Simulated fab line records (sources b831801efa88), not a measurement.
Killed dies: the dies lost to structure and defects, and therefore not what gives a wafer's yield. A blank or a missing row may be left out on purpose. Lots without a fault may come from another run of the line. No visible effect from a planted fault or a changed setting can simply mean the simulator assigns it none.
Matching of chambers | flow gf180mcu | GF_V3_CVD_02 on pecvd-01: 3 sister chambers
The step deposits SiO2 from TEOS, target thk 850 nm, time 94.851 s. 6 wafers are shown with their chamber, then 7 later ones without.

WAFERS, EACH WITH ITS CHAMBER
wafer  | chamber | heater_power_w (W)
L082.5 | 2       | 664
L084.2 | 2       | 669
L084.5 | 1       | 656
L084.6 | 0       | 779
L089.1 | 1       | 646
L089.2 | 0       | 783

WAFERS WHOSE CHAMBER IS MISSING
wafer  | heater_power_w (W)
L089.3 | 568
L089.4 | 621
L089.5 | 595
L089.6 | 520
L096.2 | 510
L096.3 | 623
L096.4 | 702

THE CHAMBER EACH PASSED THROUGH
wafer  | from the rows above | in truth
L089.3 | 1                   | 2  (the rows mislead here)
L089.4 | 1                   | 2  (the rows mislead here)
L089.5 | 1                   | 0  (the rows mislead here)
L089.6 | 1                   | 1
L096.2 | 1                   | 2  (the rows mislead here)
L096.3 | 1                   | 1
L096.4 | 2                   | 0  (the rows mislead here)
Correct placement for 2 of the 7. From these rows, 0 cannot be placed. Number placed wrongly: 5.
How it was worked out, from the rows above alone: a wafer's distance from a chamber is the root of the sum, over the readings, of the square of ((its reading less the chamber's mean) divided by the reading's scatter). If the next closest chamber is less than 2 further off than the closest, the wafer can't be placed; otherwise it belongs to the closest. A chamber's mean is the mean of its shown wafers. The scatter: take each reading less its chamber's mean, square it, sum over the shown wafers, divide by the number of wafers less the number of chambers, and take the root.
